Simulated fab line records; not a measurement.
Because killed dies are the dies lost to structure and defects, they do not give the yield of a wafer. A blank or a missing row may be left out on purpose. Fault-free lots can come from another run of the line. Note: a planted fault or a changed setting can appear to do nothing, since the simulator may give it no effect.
One fault seen from 2 desks | flow gf180mcu | every desk sees just its own numbers, and what lay behind them comes last

== FROM THE METROLOGY DESK ==
Means of the sampled wafers that have a number, per lot and without regard to the tool the lot ran on: this is what the gauges read. Marked OUT: a lot whose mean sits more than 4 standard deviations from the usual mean, which makes it out of limits; the brackets give that distance.
Columns: A = V4_W_THK at GF_V4_THK_MEAS_25, usual 357 nm
lot  | first seen here | A
L424 | day 25 07:41    | 354
L425 | day 25 10:28    | 356
L426 | day 25 15:41    | 356
L427 | day 26 01:31    | 364
L431 | day 27 09:31    | 355
L433 | day 27 17:37    | 354
L432 | day 27 18:23    | 359
L434 | day 28 05:05    | 354
L436 | day 28 19:25    | 351
L437 | day 29 00:22    | 353
L438 | day 29 04:56    | 361
L441 | day 30 06:20    | 363
L444 | day 30 19:41    | 360
L445 | day 31 01:16    | 353
L446 | day 31 07:17    | 355
This desk's verdict: no lot among the 15 shows anything out of limits.

== FOR THE TOOL OWNER'S DESK: pecvd-04 ==
The tool's own readings at GF_MIM_CVD_05 (deposits Si3N4, target thk 42 nm, time 29.086 s): means of the sampled wafers that have a number, for each lot that ran on this tool. Marked OUT: a lot whose mean sits more than 4 standard deviations from the usual mean, which makes it out of limits; the brackets give that distance.
Columns: A = heater-power-outer-w at GF_MIM_CVD_05, usual 384 W; B = heater-power-w at GF_MIM_CVD_05, usual 657 W
lot  | first seen here | A   | B
L424 | day 25 08:15    | 382 | 656
L425 | day 25 11:02    | 372 | 623
L426 | day 25 16:15    | 369 | 628
L427 | day 26 02:05    | 393 | 672
L431 | day 27 10:19    | 391 | 655
L436 | day 28 19:59    | 363 | 628
This desk's verdict: no lot among the 6 shows anything out of limits.

== PUT TOGETHER ==
The metrology desk saw nothing out of limits.
The desk of the tool owner found nothing out of limits.

== WHAT THE SIMULATOR HAD PUT IN ==
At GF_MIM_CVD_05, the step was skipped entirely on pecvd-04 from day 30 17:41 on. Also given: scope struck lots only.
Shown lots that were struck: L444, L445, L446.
